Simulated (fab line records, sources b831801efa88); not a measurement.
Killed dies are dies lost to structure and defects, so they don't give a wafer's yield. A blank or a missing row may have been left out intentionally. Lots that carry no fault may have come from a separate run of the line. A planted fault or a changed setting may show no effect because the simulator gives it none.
What tool caused it?    flow gf180mcu    33 wafers from 11 lots sampled at 4 of the route's 602 steps

== WHAT THE GAUGES SHOWED, per wafer ==
GF_V4_THK_MEAS_03.
lot   measured      on             V4_CVD_02_THK (nm)
L994  day 23 05:45  film_metro-02  852 861 856
L997  day 24 15:14  film_metro-02  858 852 861
L999  day 25 11:13  film_metro-02  853 842 856
L100  day 25 22:29  film_metro-01  847 856 852
L101  day 26 03:47  film_metro-03  858 877 867
L103  day 27 01:47  film_metro-01  849 857 858
L110  day 28 18:22  film_metro-01  1204 1197 853
L112  day 29 04:38  film_metro-03  843 1197 1219
L114  day 29 19:19  film_metro-03  841 863 850
L115  day 30 12:56  film_metro-01  834 853 844
L117  day 30 15:20  film_metro-03  845 857 856

== WHAT TOOL EACH LOT RAN ON (gives the tool, then ch and the chambers of the sampled wafers, and finally the start) ==
lot   GF_M3_SPUTTER_03              GF_M4_SPUTTER_04              GF_V4_CVD_02
L994  pvd_sputter-01, day 20 03:02  pvd_sputter-04, day 22 05:44  pecvd-04 ch 0,2, day 23 05:41
L997  pvd_sputter-03, day 21 14:27  pvd_sputter-01, day 23 15:42  pecvd-03 ch 0,1,2, day 24 15:10
L999  pvd_sputter-03, day 22 13:14  pvd_sputter-01, day 24 12:49  pecvd-03 ch 0,1, day 25 11:08
L100  pvd_sputter-01, day 22 23:14  pvd_sputter-01, day 25 00:26  pecvd-01 ch 0,1, day 25 22:25
L101  pvd_sputter-01, day 23 05:27  pvd_sputter-01, day 25 05:25  pecvd-01 ch 0,1, day 26 03:43
L103  pvd_sputter-03, day 24 04:14  pvd_sputter-04, day 26 04:06  pecvd-03 ch 1,2, day 27 01:42
L110  pvd_sputter-03, day 26 02:05  pvd_sputter-04, day 27 22:35  pecvd-01 ch 0,1,2, day 28 18:17
L112  pvd_sputter-01, day 26 13:55  pvd_sputter-04, day 28 08:53  pecvd-01 ch 0,1, day 29 04:34
L114  pvd_sputter-01, day 27 04:13  pvd_sputter-03, day 28 23:38  pecvd-03 ch 0,2, day 29 19:14
L115  pvd_sputter-03, day 27 23:30  pvd_sputter-01, day 29 17:16  pecvd-04 ch 0,1,2, day 30 12:52
L117  pvd_sputter-02, day 28 02:37  pvd_sputter-01, day 29 20:05  pecvd-04 ch 0,1, day 30 15:15
- GF_M3_SPUTTER_03: material Ti, target thk 10 nm, time 6.7 s.
- GF_M4_SPUTTER_04: material TiN, target thk 50 nm, time 41.7 s.
- GF_V4_CVD_02: deposits SiO2 from TEOS, target thk 850 nm, time 94.851 s.

== THE ANSWER, worked out from the rows above alone ==
Rule: the lots themselves supply what counts as usual. Put in order of their means at a reading, lots are off if they are a third of the lots or fewer, leave a main group of 4 or more, and stand apart from it by a gap of 3 or more times the standard deviation of the main group's means; of several such gaps the widest counts. Not used: any main group whose means are identical at the precision the tables above print for the reading. A lot without any number at a reading at which 4 lots or more have one is off too. The other lots that the step has rows for count as sound.
Off: L110, L112, at GF_V4_THK_MEAS_03 (V4_CVD_02_THK). For the main group the mean is 854 nm and the standard deviation 6.
A tool fits if, at a process step before that reading, it ran every lot that is off, and no sound lot after the first of them. Those tools and the gauges at GF_V4_THK_MEAS_03 are tried in the same way. Can't be told from this: 2 tools fit, pvd_sputter-04 at GF_M4_SPUTTER_04, pecvd-01 at GF_V4_CVD_02.

== WHAT HAD BEEN PUT IN BY THE SIMULATOR ==
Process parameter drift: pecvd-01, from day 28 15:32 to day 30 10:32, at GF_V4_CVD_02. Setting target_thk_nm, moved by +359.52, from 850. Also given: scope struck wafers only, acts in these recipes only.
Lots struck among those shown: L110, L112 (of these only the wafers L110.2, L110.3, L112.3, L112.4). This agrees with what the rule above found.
